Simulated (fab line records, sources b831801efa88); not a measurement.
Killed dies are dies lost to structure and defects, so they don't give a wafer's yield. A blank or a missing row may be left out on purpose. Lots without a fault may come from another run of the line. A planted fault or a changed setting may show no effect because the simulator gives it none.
Which tool did it? | flow gf180mcu | 11 lots, 33 wafers sampled, at 3 steps of a route of 602

WHAT THE GAUGES READ, wafer by wafer
GF_VT_IMPLANT_TW_MEAS_43.
lot  | measured     | on            | VT_IMPLANT_4_TW
L782 | day 7 15:04  | film_metro-03 | 689 688 687
L784 | day 8 01:10  | film_metro-01 | 687 686 691
L788 | day 9 04:43  | film_metro-01 | 686 685 689
L790 | day 9 18:28  | film_metro-02 | 697 698 700
L791 | day 10 01:31 | film_metro-01 | 685 683 687
L792 | day 10 09:07 | film_metro-01 | 288 287 289
L800 | day 12 13:22 | film_metro-03 | 690 690 692
L802 | day 13 00:04 | film_metro-01 | 687 688 688
L803 | day 13 06:25 | film_metro-03 | 685 691 688
L804 | day 13 13:07 | film_metro-03 | 694 693 691
L805 | day 13 23:01 | film_metro-02 | 697 697 699

WHICH TOOL RAN EACH LOT (tool, then ch and the chambers of the sampled wafers, then the start)
lot  | GF_VT_IMPLANT_STRIP_31               | GF_VT_IMPLANT_STRIP_42
L782 | plasma_asher-01 ch 0,1, day 6 23:28  | plasma_asher-02 ch 0,1, day 7 14:58
L784 | plasma_asher-02 ch 0,1, day 7 09:25  | plasma_asher-02 ch 0,1, day 8 01:04
L788 | plasma_asher-01 ch 0, day 8 12:06    | plasma_asher-04 ch 0,1, day 9 04:36
L790 | plasma_asher-04 ch 0,1, day 9 01:30  | plasma_asher-04 ch 0,1, day 9 18:22
L791 | plasma_asher-04 ch 0,1, day 9 08:46  | plasma_asher-02 ch 0,1, day 10 01:25
L792 | plasma_asher-04 ch 0,1, day 9 16:04  | plasma_asher-04 ch 0,1, day 10 09:01
L800 | plasma_asher-04 ch 0,1, day 11 17:59 | plasma_asher-02 ch 0,1, day 12 13:17
L802 | plasma_asher-04 ch 0,1, day 12 04:31 | plasma_asher-01 ch 0,1, day 12 23:58
L803 | plasma_asher-02 ch 0,1, day 12 10:38 | plasma_asher-02 ch 0,1, day 13 06:20
L804 | plasma_asher-02 ch 0,1, day 12 16:34 | plasma_asher-02 ch 0,1, day 13 13:01
L805 | plasma_asher-02 ch 0,1, day 13 02:27 | plasma_asher-04 ch 0,1, day 13 22:55
- GF_VT_IMPLANT_STRIP_31: strips in O2/N2.
- GF_VT_IMPLANT_STRIP_42: strips in O2/N2.

THE ANSWER, worked out from the rows above alone
Rule: what is usual is taken from the lots themselves. Put in order of their means at a reading, lots are off if they are a third of the lots or fewer, leave a main group of 4 or more, and stand apart from it by a gap of 3 or more times the standard deviation of the main group's means; of several such gaps the widest counts. A main group whose means are all the same, to the digits that the tables above print for the reading, isn't used. A lot without any number at a reading at which 4 lots or more have one is off too. The other lots that the step has rows for count as sound.
Off: L792, at GF_VT_IMPLANT_TW_MEAS_43 (VT_IMPLANT_4_TW). The main group: mean 690, standard deviation 4.3.
A tool fits if, at a process step before that reading, it ran every lot that is off, and no sound lot after the first of them. The gauges at GF_VT_IMPLANT_TW_MEAS_43 are tried like those tools. None of those tried fits.

WHAT THE SIMULATOR HAD PUT IN
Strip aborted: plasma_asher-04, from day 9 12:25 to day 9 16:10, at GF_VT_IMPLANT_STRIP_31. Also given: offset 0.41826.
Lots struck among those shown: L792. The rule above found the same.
